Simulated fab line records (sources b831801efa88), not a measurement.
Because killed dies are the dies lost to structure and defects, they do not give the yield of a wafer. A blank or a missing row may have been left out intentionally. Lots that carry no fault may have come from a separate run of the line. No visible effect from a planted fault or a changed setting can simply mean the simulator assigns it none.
8D (eight disciplines) problem report, filled in by code / flow sfqLine / the parts of the form that need people (team, actions taken, sign-off) are left out

1. WHAT WENT WRONG
oesProductAu at SFQ_TRILAYER_M5_ETCH_METAL_ETCH_126 reads a mean of 0.906 a.u. on 3 wafers of 3 lots; wafers without a fault read 0.726 a.u. with a standard deviation of 0.0062. Relative to the usual mean, that is a shift of +29 standard deviations.
The step: etches Nb in Cl2/BCl3, stops on SiO2, time 203.2 s, target depth 265 nm.
The first sign was on wafer L131.2 at day 49 22:05, on rieMetal-04. At this step, 41 wafers from 14 lots have a number in the record. Rule for "out", or "out of limits": more than 4 standard deviations from the usual mean. The other wafers with a number count as sound.

2. WHAT IT IS; WHAT IT IS NOT
question=which readings at this step | is=oesProductAu | is not=drypumpMotorCurrentA
question=which lots | is=L131, L134, L135 | is not=L118, L119, L120, L121, L122, L123, L124, L125, L138, L139, L141
question=which wafers of those lots | is=L131.2, L134.2, L135.6 | is not=L131.4, L134.3, L134.4, L135.3, L135.5
question=read on which tools | is=rieMetal-03, rieMetal-04 | is not=rieMetal-01
question=when | is=from day 49 22:05 | is not=up to then (25 sound wafers); but 13 sound wafers of L134, L135, L138, L139, L141 came after

3. WHAT RULES OUT EACH SUSPECT
Counting: a tool at a process step up to the reading stays a suspect if it ran every lot that is out. Sound lots after the first of them don't rule it out here, since some wafers of a struck lot are sound.
- pvdSputter-06 at SFQ_TRILAYER_JJ_TRILAYER_DEP_SPUTTER_109 (material Nb, target thk 150 nm, time 100 s): kept. Ran every lot that is out, first one L131 (day 44 08:08); last sound lot up to then L125 (day 41 14:38).
The count leaves pvdSputter-06 at SFQ_TRILAYER_JJ_TRILAYER_DEP_SPUTTER_109.

4. THE CAUSE (what the simulator had put in)
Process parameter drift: pvdSputter-06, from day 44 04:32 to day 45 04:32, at SFQ_TRILAYER_JJ_TRILAYER_DEP_SPUTTER_109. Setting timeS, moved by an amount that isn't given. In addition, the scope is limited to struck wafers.
The count eliminated every tool but this one.

5. THE CHAIN OF EFFECTS, in route order
Each row: a reading where the mean over the struck wafers with a number is more than 3 standard deviations away from the usual. Only readings for which the record gives a usual standard deviation are gone through. hours: the time from each lot's start at the first step in this table that gives one to its start at this step, as a median over the lots. sigmas: the change in usual standard deviations.
hours=0; step=SFQ_TRILAYER_M5_ETCH_METAL_ETCH_126; reading=oesProductAu; usual=0.726 a.u.; on struck wafers=0.906; change=+0.180; sigmas=+29
The process steps in it:
- SFQ_TRILAYER_M5_ETCH_METAL_ETCH_126: etches Nb in Cl2/BCl3, stops on SiO2, time 203.2 s, target depth 265 nm.

6. HOW IT WOULD HAVE BEEN CAUGHT EARLIER
138 hours passed between the start of the fault at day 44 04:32 and the first reading out of limits in this record, taken at day 49 22:05.
An alarm limit of 4 standard deviations would not have fired on the tool readings at SFQ_TRILAYER_JJ_TRILAYER_DEP_SPUTTER_109 for which the record gives a usual standard deviation, since none of them was out on any struck wafer.
The start of SFQ_TRILAYER_JJ_TRILAYER_DEP_SPUTTER_109 on pvdSputter-06 came by day 49 22:05 for every one of the lots that are out (3). Had the tool been put on hold then, not one of them would have been saved.
